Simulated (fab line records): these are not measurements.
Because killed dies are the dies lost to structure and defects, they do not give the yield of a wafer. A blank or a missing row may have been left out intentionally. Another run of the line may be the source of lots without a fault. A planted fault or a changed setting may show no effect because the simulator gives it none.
Which of the tools did it? / flow sky130 / 12 lots, 36 wafers sampled, at 5 steps of a route of 708

WHAT EACH GAUGE READ, for each wafer
SKY_VT_ADJUST_LVTN_TW_MEAS_21. Usual: VT_ADJUST_LVTN_2_TW typically reads 191.1, with standard deviation 2.3.
lot=L989; measured=day 7 18:39; on=film-metro-02; VT_ADJUST_LVTN_2_TW=189.9 189.5 189.8; flag=
lot=L990; measured=day 7 22:58; on=film-metro-03; VT_ADJUST_LVTN_2_TW=188.7 189.0 188.2; flag=
lot=L994; measured=day 9 07:01; on=film-metro-03; VT_ADJUST_LVTN_2_TW=188.2 188.1 189.2; flag=
lot=L995; measured=day 9 11:34; on=film-metro-04; VT_ADJUST_LVTN_2_TW=192.7 192.3 192.3; flag=
lot=L102; measured=day 11 08:13; on=film-metro-04; VT_ADJUST_LVTN_2_TW=192.7 192.5 193.0; flag=
lot=L103; measured=day 11 13:09; on=film-metro-03; VT_ADJUST_LVTN_2_TW=188.0 187.4 187.8; flag=
lot=L106; measured=day 12 07:50; on=film-metro-02; VT_ADJUST_LVTN_2_TW=190.4 190.3 190.6; flag=
lot=L107; measured=day 12 11:38; on=film-metro-02; VT_ADJUST_LVTN_2_TW=189.9 191.3 190.6; flag=
lot=L109; measured=day 13 04:16; on=film-metro-04; VT_ADJUST_LVTN_2_TW=194.1 192.9 192.0; flag=
lot=L110; measured=day 13 11:01; on=film-metro-04; VT_ADJUST_LVTN_2_TW=193.3 192.8 193.5; flag=
lot=L111; measured=day 13 12:27; on=film-metro-02; VT_ADJUST_LVTN_2_TW=191.4 191.4 189.2; flag=
lot=L112; measured=day 13 23:35; on=film-metro-03; VT_ADJUST_LVTN_2_TW=188.8 189.0 188.7; flag=

SKY_SONOS_ONO_CD_MEAS_13 targets a cd of 410 nm. Usual: cd-nm 410.4 nm, standard deviation 1.9.
lot=L989; measured=day 12 14:20; on=cd-sem-02; cd-nm (nm)=411.7 409.8 411.0; flag=
lot=L990; measured=day 12 16:06; on=cd-sem-02; cd-nm (nm)=407.6 409.9 409.1; flag=
lot=L994; measured=day 14 06:09; on=cd-sem-01; cd-nm (nm)=409.5 411.3 412.0; flag=
lot=L995; measured=day 14 12:00; on=cd-sem-02; cd-nm (nm)=412.1 409.6 410.3; flag=
lot=L102; measured=day 16 17:17; on=cd-sem-01; cd-nm (nm)=410.5 411.8 413.4; flag=
lot=L103; measured=day 17 07:34; on=cd-sem-01; cd-nm (nm)=410.5 407.5 410.0; flag=
lot=L106; measured=day 18 03:52; on=cd-sem-01; cd-nm (nm)=407.1 408.7 407.9; flag=
lot=L107; measured=day 18 11:12; on=cd-sem-02; cd-nm (nm)=409.2 408.9 409.8; flag=
lot=L109; measured=day 19 03:30; on=cd-sem-02; cd-nm (nm)=410.1 410.0 409.4; flag=
lot=L110; measured=day 19 14:23; on=cd-sem-02; cd-nm (nm)=411.9 410.2 410.4; flag=
lot=L111; measured=day 20 03:02; on=cd-sem-02; cd-nm (nm)=413.4 413.1 413.5; flag=
lot=L112; measured=day 20 09:12; on=cd-sem-02; cd-nm (nm)=412.1 412.7 413.0; flag=

SKY_LDD_P_CD_MEAS_07 targets a cd of 380 nm. Usual: cd-nm 378.8 nm, standard deviation 2.1.
lot=L989; measured=day 18 22:23; on=cd-sem-01; cd-nm (nm)=378.1 376.7 375.2; flag=
lot=L990; measured=day 19 01:06; on=cd-sem-02; cd-nm (nm)=382.7 380.6 383.0; flag=
lot=L994; measured=day 20 23:09; on=cd-sem-02; cd-nm (nm)=- - -; flag=OFF
lot=L995; measured=day 21 09:00; on=cd-sem-02; cd-nm (nm)=378.3 378.7 379.1; flag=
lot=L102; measured=day 23 19:56; on=cd-sem-01; cd-nm (nm)=377.8 377.5 378.4; flag=
lot=L103; measured=day 24 05:59; on=cd-sem-01; cd-nm (nm)=381.7 380.2 380.0; flag=
lot=L106; measured=day 25 08:31; on=cd-sem-02; cd-nm (nm)=379.1 377.0 377.8; flag=
lot=L107; measured=day 25 07:38; on=cd-sem-01; cd-nm (nm)=375.8 378.6 377.9; flag=
lot=L109; measured=day 25 21:41; on=cd-sem-02; cd-nm (nm)=381.2 381.0 381.7; flag=
lot=L110; measured=day 26 07:59; on=cd-sem-02; cd-nm (nm)=377.8 380.2 380.1; flag=
lot=L111; measured=day 26 19:02; on=cd-sem-01; cd-nm (nm)=379.2 379.3 379.3; flag=
lot=L112; measured=day 26 23:06; on=cd-sem-02; cd-nm (nm)=376.4 378.8 377.9; flag=

SKY_LDD_P_TW_MEAS_11. Usual: LDD_P_TW typically reads 642, with standard deviation 4.7.
lot=L989; measured=day 18 22:47; on=film-metro-02; LDD_P_TW=639 644 646; flag=
lot=L990; measured=day 19 01:30; on=film-metro-03; LDD_P_TW=637 636 636; flag=
lot=L994; measured=day 20 23:32; on=film-metro-02; LDD_P_TW=30 30 30; flag=OFF
lot=L995; measured=day 21 09:23; on=film-metro-02; LDD_P_TW=644 645 644; flag=
lot=L102; measured=day 23 20:20; on=film-metro-01; LDD_P_TW=639 640 641; flag=
lot=L103; measured=day 24 06:23; on=film-metro-01; LDD_P_TW=648 647 642; flag=
lot=L106; measured=day 25 08:54; on=film-metro-01; LDD_P_TW=640 638 643; flag=
lot=L107; measured=day 25 08:02; on=film-metro-02; LDD_P_TW=641 643 641; flag=
lot=L109; measured=day 25 22:06; on=film-metro-03; LDD_P_TW=629 633 629; flag=
lot=L110; measured=day 26 08:23; on=film-metro-03; LDD_P_TW=639 636 638; flag=
lot=L111; measured=day 26 19:26; on=film-metro-01; LDD_P_TW=644 644 647; flag=
lot=L112; measured=day 26 23:29; on=film-metro-03; LDD_P_TW=637 639 636; flag=

WHICH TOOL RAN EACH LOT (tool, then ch and the chambers of the sampled wafers, then the start)
lot=L989; SKY_LDD_P_EXPOSE_04=iline-stepper-02 ch 0, day 18 08:41
lot=L990; SKY_LDD_P_EXPOSE_04=iline-stepper-02 ch 0, day 18 10:32
lot=L994; SKY_LDD_P_EXPOSE_04=iline-stepper-01 ch 0, day 20 07:58
lot=L995; SKY_LDD_P_EXPOSE_04=iline-stepper-01 ch 0, day 20 17:50
lot=L102; SKY_LDD_P_EXPOSE_04=iline-stepper-01 ch 0, day 23 05:03
lot=L103; SKY_LDD_P_EXPOSE_04=iline-stepper-01 ch 0, day 23 15:29
lot=L106; SKY_LDD_P_EXPOSE_04=iline-stepper-01 ch 0, day 24 18:13
lot=L107; SKY_LDD_P_EXPOSE_04=iline-stepper-02 ch 0, day 24 17:18
lot=L109; SKY_LDD_P_EXPOSE_04=iline-stepper-02 ch 0, day 25 07:24
lot=L110; SKY_LDD_P_EXPOSE_04=iline-stepper-01 ch 0, day 25 17:25
lot=L111; SKY_LDD_P_EXPOSE_04=iline-stepper-01 ch 0, day 26 05:50
lot=L112; SKY_LDD_P_EXPOSE_04=iline-stepper-02 ch 0, day 26 09:58
- SKY_LDD_P_EXPOSE_04: exposes mask PSDM, target cd 380 nm.

AS READ BY THE TOOLS THEMSELVES (means over the sampled wafers that have a number; for cases with no such wafer, the mark the record gives instead)
The record holds no such reading with a usual standard deviation.

THE ANSWER, worked out from the rows above alone
Rule: lot off if the mean of its wafers having a number is beyond 3 standard deviations from the usual mean. Also off: a lot with no number at a reading for which 4 or more lots have one. Where the step has rows for the other lots, those lots are counted as sound. Order of review: gauges by route order, followed by the tools' own readings, for which a lot's mean as printed above is used. At the first step where some lot is off, the reading lying furthest off is the one used; lots without a number count as furthest.
Off: L994, at SKY_LDD_P_CD_MEAS_07 (cd-nm). Without a number there: L994.
If a tool, at a process step before that reading, ran all the lots that are off and no sound lot after the first of them, it fits. Not tried: the gauges at SKY_LDD_P_CD_MEAS_07; whatever is off there is also off at SKY_LDD_P_TW_MEAS_11, on other tools, and gauge error can't account for it. No candidate that was tried fits.

WHAT WAS PUT IN BY THE SIMULATOR
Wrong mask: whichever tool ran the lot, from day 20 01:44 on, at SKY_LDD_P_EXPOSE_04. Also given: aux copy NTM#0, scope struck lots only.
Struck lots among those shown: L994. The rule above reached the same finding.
